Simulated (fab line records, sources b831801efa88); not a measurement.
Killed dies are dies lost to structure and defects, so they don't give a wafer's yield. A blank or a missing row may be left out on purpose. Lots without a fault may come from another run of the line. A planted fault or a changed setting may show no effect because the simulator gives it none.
Problem report in the 8D (eight disciplines) form, filled by code | flow sky130 | the parts of the form that need people (team, actions taken, sign-off) are left out

1. THE PROBLEM
strip_time_to_endpoint_s at SKY_POLY_GATE_STRIP_18 reads a mean of 2.686 s on 2 wafers of 2 lots; wafers without a fault read 3.160 s with a standard deviation of 0.027. That is -18 standard deviations from the usual mean.
The step: strips in O2/N2.
First seen on wafer L153.3, day 18 22:52, on plasma_asher-01. The record holds 36 wafers of 12 lots with a number at this step. Rule for "out", or "out of limits": more than 4 standard deviations from the usual mean. The other wafers with a number count as sound.

2. WHAT IT IS AND WHAT IT IS NOT
question                    | is                       | is not
which readings at this step | strip_time_to_endpoint_s | drypump_motor_current_A
which lots                  | L153, L155               | L149, L151, L154, L163, L166, L167, L168, L169, L171, L172
which wafers of those lots  | L153.3, L155.5           | L153.2, L153.5, L155.1, L155.4
read on which tools         | plasma_asher-01          | plasma_asher-02, plasma_asher-03
when                        | from day 18 22:52        | up to then (8 sound wafers); but 26 sound wafers of L154, L155, L163, L166, L167, L168, L169, L171, L172 came after

3. SUSPECTS, AND WHAT RULES EACH OUT
Counting: a tool at a process step up to the reading stays a suspect if it ran every lot that is out. Sound lots after the first of them don't rule it out here, since some wafers of a struck lot are sound.
- plasma_asher-04 at SKY_VT_ADJUST_LVTN_STRIP_20 (strips in O2/N2): kept. It ran every lot that is out, first L153 (day 9 15:43); its last sound lot up to then is L151 (day 8 10:59).
- rie_diel-02 at SKY_POLY_GATE_ETCH_16 (etches Si3N4 in CH3F/O2, stops on poly-Si, time 147.5 s, target depth 75 nm): kept. It ran every lot that is out, first L153 (day 18 22:43); its last sound lot up to then is L151 (day 17 02:43).
- plasma_asher-01 at SKY_POLY_GATE_STRIP_18 (strips in O2/N2): kept. It ran every lot that is out, first L153 (day 18 22:52); its last sound lot up to then is L151 (day 17 02:53). Its own readings are out on those wafers: strip_time_to_endpoint_s.
- Within rie_diel-02 at SKY_POLY_GATE_ETCH_16: the wafers that are out ran in chamber 0; their sound lot-mates ran in chambers 1, 2, 3.
Left after counting: plasma_asher-04 at SKY_VT_ADJUST_LVTN_STRIP_20, rie_diel-02 at SKY_POLY_GATE_ETCH_16, plasma_asher-01 at SKY_POLY_GATE_STRIP_18.

4. THE CAUSE (what the simulator had put in)
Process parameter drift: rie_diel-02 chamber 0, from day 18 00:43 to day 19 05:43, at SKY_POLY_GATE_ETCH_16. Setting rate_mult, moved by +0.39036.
Counting left 3 suspects, and this tool is among them.

5. THE CHAIN OF EFFECTS, in route order
Each row: a reading whose mean over the struck wafers that have a number lies more than 3 standard deviations from the usual. Only readings for which the record gives a usual standard deviation are gone through. hours: the time from each lot's start at the first step in this table that gives one to its start at this step, as a median over the lots. sigmas: the change in usual standard deviations.
hours | step                   | reading                  | usual      | on struck wafers | change | sigmas
0     | SKY_POLY_GATE_STRIP_18 | oes_product_au           | 0.361 a.u. | 0.343            | -0.018 | -3.8
0     | SKY_POLY_GATE_STRIP_18 | strip_time_to_endpoint_s | 3.160 s    | 2.686            | -0.474 | -18
The process steps in it:
- SKY_POLY_GATE_STRIP_18: strips in O2/N2.
Later measuring or inspecting steps at which every struck wafer that the step has a row for has a number for every such reading, and none has moved that far: SKY_LDD_HVN_OVL_MEAS_07.

6. WHAT WOULD HAVE CAUGHT IT SOONER
In this record the first reading out of limits was taken at day 18 22:52, 22 hours after the fault began at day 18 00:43.
Of the tool readings at SKY_POLY_GATE_ETCH_16 for which the record gives a usual standard deviation, none was out on any struck wafer, so an alarm limit of 4 standard deviations on them would not have fired.
Of the lots that are out (2), L155 began SKY_POLY_GATE_ETCH_16 on rie_diel-02 after day 18 22:52. A hold on the tool at that time would have spared it.
